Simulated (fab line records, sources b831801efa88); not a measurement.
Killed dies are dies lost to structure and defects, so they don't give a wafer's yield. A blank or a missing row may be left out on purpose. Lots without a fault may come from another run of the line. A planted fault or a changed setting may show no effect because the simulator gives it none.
One fault seen from 2 desks | flow sky130 | each desk has only its own numbers; what lay behind them comes last

THE METROLOGY DESK
What the gauges read, lot by lot, whatever tool the lot ran on: means of the sampled wafers that have a number. A lot is out of limits, marked OUT, if its mean lies more than 4 standard deviations from the usual mean; the brackets give that distance.
Columns: A = VIA1_BOW at SKY_VIA1_BOW_MEAS_03, usual 80 um; B = VIA3_HDPCVD_THK at SKY_VIA3_THK_MEAS_01, usual 1636 nm
lot  | first seen here | A  | B
L466 | day 33 17:10    | 90 | 1649
L468 | day 34 14:28    | 82 | 1622
L469 | day 34 16:26    | 84 | 1638
L467 | day 34 17:47    | 75 | 1672
L470 | day 35 09:37    | 82 | 1630
L475 | day 36 18:34    | 82 | 1615
L476 | day 36 22:32    | 82 | 1828 (+9.1) OUT
L477 | day 37 07:05    | 75 | 1641
L479 | day 37 21:06    | 76 | 1621
L480 | day 38 02:50    | 79 | 1654
L488 | day 40 06:51    | 83 | 1601
This desk's finding: out of limits on L476; first on L476, day 42 10:53 (VIA3_HDPCVD_THK at SKY_VIA3_THK_MEAS_01). In limits: L466, L468, L469, L467, L470, L475, L477, L479, L480, L488.

THE TOOL OWNER'S DESK: hdpcvd-01
The tool's own readings at SKY_VIA3_HDPCVD_00 (deposits SiO2, target thk 1635 nm, time 272.5 s): means of the sampled wafers that have a number, for each lot that ran on this tool. A lot is out of limits, marked OUT, if its mean lies more than 4 standard deviations from the usual mean; the brackets give that distance.
Columns: A = run_length_s at SKY_VIA3_HDPCVD_00, usual 300.4 s
lot  | first seen here | A
L469 | day 40 11:16    | 300.4
L476 | day 42 10:44    | 333.4 (+92) OUT
This desk's finding: out of limits on L476; first on L476, day 42 10:44 (run_length_s at SKY_VIA3_HDPCVD_00). In limits: L469.

PUT TOGETHER
The tool owner's desk could have raised an alarm at day 42 10:44, on L476.
The metrology desk could have raised an alarm at day 42 10:53, on L476.
Of the lots named, all ran SKY_VIA3_HDPCVD_00 on hdpcvd-01.

WHAT THE SIMULATOR HAD PUT IN
Process parameter drift: hdpcvd-01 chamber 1, from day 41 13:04 on, at SKY_VIA3_HDPCVD_00. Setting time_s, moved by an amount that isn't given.
Lots struck among those shown: L476.
Hours from the fault's start to each desk's first reading out of limits: the tool owner's desk, 22; the metrology desk, 22.
